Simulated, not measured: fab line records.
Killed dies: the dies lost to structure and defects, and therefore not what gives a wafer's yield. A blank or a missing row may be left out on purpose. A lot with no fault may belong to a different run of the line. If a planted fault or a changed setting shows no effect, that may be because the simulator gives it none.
A struck lot beside a sound one / flow sky130 / 17 out of 708 route steps
Sound: the wafers L146.4, L146.5, L146.6. Wafers L159.2, L159.5, L159.6 were the ones struck. The cause is named last.
Order at every step that has rows: each side's tool, ch and its chambers, its first start. Under that, the readings that differ: sound wafers / struck wafers / difference of the means / sigmas: that difference in standard deviations of wafers without a fault.
alike: same words and numbers on both sides, and readings whose means sit less than 2 such deviations apart. not compared: any withheld reading, any reading some wafer has no value for, any bound like >300 that may hide the same value, and any number with overlapping values for which the record gives no deviation.
Wherever a step has rows on one side only, a row that says differs or no value, or a row with sigmas, the two part there. Non-overlapping numbers with no deviation appear without sigmas and do not part them. A reading that every wafer of one side lacks parts them only if that side has two wafers or more.

first, 3 steps without rows for these wafers: SKY_VIA1_EXPOSE_09 (exposes mask VIM, target cd 150 nm); SKY_VIA1_PEB_10; SKY_VIA1_DEVELOP_11 (develop time 60 s).
SKY_VIA1_CD_MEAS_12: the cd target is 150 nm.
  sound on cd_sem-01 at day 31 22:42; struck on cd_sem-01 at day 35 01:46
  alike: cd_nm
SKY_VIA1_OVL_MEAS_13:
  sound on overlay-01 at day 31 22:47; struck on overlay-02 at day 35 01:52
  alike: VIA1_OVL
SKY_VIA1_ETCH_14: etches BARC in N2/H2, stops on SiO2, time 45.9 s, target depth 60 nm.
  sound on rie_diel-01 ch 0,1,3, day 31 22:49; struck on rie_diel-01 ch 0,1,3, day 35 01:53
  alike: drypump_motor_current_A, oes_product_au, throttle_valve_pct
  not compared: rf_hours_counter_h
SKY_VIA1_ETCH_15: etches SiO2 in C4F8/O2/Ar, stops on TiN, target depth 351 nm, time 54 s.
  sound on rie_diel-01 ch 0,1,3, day 31 22:52; struck on rie_diel-01 ch 0,1,3, day 35 01:56
  alike: oes_product_au
  not compared: rf_hours_counter_h
SKY_VIA1_STRIP_16: strips in O2/N2.
  sound on plasma_asher-03 ch 0,1, day 31 22:55; struck on plasma_asher-01 ch 0,1, day 35 01:59
  alike: drypump_motor_current_A, oes_product_au, strip_time_to_endpoint_s
  not compared: rf_hours_counter_h
then, 3 steps without rows for these wafers: SKY_VIA1_STRIP_17 (strips in post etch residue remover, time 1200 s); SKY_VIA1_CLEAN_18 (cleans in IPA, time 180 s); SKY_VIA1_CLEAN_19 (cleans in O3/DIW).
SKY_VIA1_SPUTTER_20: material TiN, target thk 20 nm, time 80 s.
  sound on pvd_sputter-01 at day 31 23:28; struck on pvd_sputter-01 at day 35 02:37
  alike: throttle_valve_pct
SKY_VIA1_CVD_21: deposits W, target thk 270 nm, time 80.902 s.
  sound on cvd_w-02 ch 0,1, day 31 23:34; struck on cvd_w-01 ch 0,1, day 35 02:40
  no value came back on the struck wafers for chamber_pressure_Torr (Torr), heater_power_outer_w (W), heater_power_w (W); on the sound wafers chamber_pressure_Torr (Torr) reads 39.97 40.07 40.05
SKY_VIA1_RS_MEAS_22: the measuring method here is four-point-probe.
  sound on film_metro-01 at day 31 23:41; struck on film_metro-04 at day 35 02:47
reading=VIA1_W_RS (ohm/sq); sound=0.425 0.428 0.427; struck=58.234 58.572 57.717; difference=+57.748; sigmas=+99 or more
SKY_VIA1_THK_MEAS_23: measures by xrf.
  sound on film_metro-01 at day 31 23:47; struck on film_metro-04 at day 35 02:53
reading=VIA1_W_THK (nm); sound=263 262 264; struck=<0 <0 <0; difference=differs; sigmas=
SKY_VIA1_CMP_24: polishes, stops on SiO2, t overpolish 15 s, target thk 0 nm.
  sound on cmp-02 ch 0,1,2, day 31 23:58; struck on cmp-02 ch 0,1,3, day 35 03:05
reading=time_to_endpoint_s (s); sound=65.4 67.3 64.4; struck=2.7 4.1 2.5; difference=-62.6; sigmas=-22
  alike: motor_current_A
-- the record jumps here: 12 days lie between the struck wafers' starts before and after (it left off in module VIA1 and takes up again in module PAD_OPEN, whose first step shown is number 708 of the route) --
SKY_PAD_OPEN_PROBE_99:
  only the struck wafers here have rows in the record (prober-02, day 46 17:45); the sound ones have none

## WHERE THEY PART
At SKY_VIA1_CVD_21 first; at SKY_PAD_OPEN_PROBE_99 last (within this record only).

WHY: whatever the simulator had introduced
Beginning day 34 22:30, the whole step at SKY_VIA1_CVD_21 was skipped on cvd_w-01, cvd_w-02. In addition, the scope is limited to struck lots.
